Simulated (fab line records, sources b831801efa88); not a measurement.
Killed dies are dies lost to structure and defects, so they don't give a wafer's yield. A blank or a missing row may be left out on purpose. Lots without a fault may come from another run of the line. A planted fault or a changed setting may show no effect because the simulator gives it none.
Chamber matching | flow gf180mcu | GF_V3_CMP_04 on cmp-01: 4 sister chambers
The step polishes SiO2. 16 wafers are shown with their chamber, then 8 later ones without.

WAFERS WITH THEIR CHAMBER
wafer  | chamber | motor_current_A (A) | time_to_endpoint_s (s)
L279.3 | 2       | 12.3                | 76
L279.4 | 3       | 13.2                | 94
L279.5 | 3       | 12.4                | 92
L280.1 | 2       | 12.1                | 76
L280.2 | 3       | 11.7                | 80
L280.5 | 2       | 12.5                | 82
L281.1 | 0       | 11.6                | 75
L281.5 | 2       | 12.3                | 76
L281.6 | 3       | 12.5                | 89
L284.1 | 1       | 13.7                | 78
L284.2 | 2       | 12.6                | 69
L284.6 | 2       | 12.0                | 77
L290.1 | 2       | 12.2                | 84
L290.2 | 3       | 12.1                | 85
L290.6 | 0       | 11.5                | 93
L291.2 | 1       | 13.0                | 81

SIGNATURES (means of the wafers above)
reading            | chamber 0 | chamber 1 | chamber 2 | chamber 3 | scatter within a chamber
motor_current_A    | 11.550    | 13.350    | 12.286    | 12.380    | 0.382
time_to_endpoint_s | 84.00     | 79.50     | 77.14     | 88.00     | 6.01
Rule: a wafer's distance from a chamber is the root of the sum, over the readings, of the square of ((its reading less the chamber's mean) divided by the reading's scatter). The wafer belongs to the nearest chamber; if the next one is less than 2 further off, it can't be placed. The scatter: the root of (the sum of the squares of (reading less its chamber's mean) over the shown wafers, divided by (wafers less chambers)).

WAFERS WITHOUT THEIR CHAMBER
wafer  | motor_current_A (A) | time_to_endpoint_s (s)
L291.5 | 13.1                | 85
L291.6 | 12.9                | 73
L292.1 | 11.9                | 77
L292.2 | 12.5                | 83
L292.3 | 12.3                | 82
L299.2 | 11.3                | 70
L299.4 | 12.4                | 72
L299.6 | 11.9                | 73

WHICH CHAMBER EACH WENT THROUGH
wafer  | from the rows above               | in truth
L291.5 | can't be placed: 1 or 3 or 2      | 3
L291.6 | can't be placed: 1 or 2 or 3      | 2
L292.1 | can't be placed: 2 or 0 or 3      | 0
L292.2 | can't be placed: 3 or 2 or 1 or 0 | 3
L292.3 | can't be placed: 2 or 3 or 0 or 1 | 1
L299.2 | can't be placed: 0 or 2 or 3      | 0
L299.4 | can't be placed: 2 or 3 or 1      | 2
L299.6 | can't be placed: 2 or 0 or 3      | 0
Placed correctly: 0 of 8. Can't be placed from these rows: 8 (the true chamber is among the candidates in 8). Placed wrongly: 0.
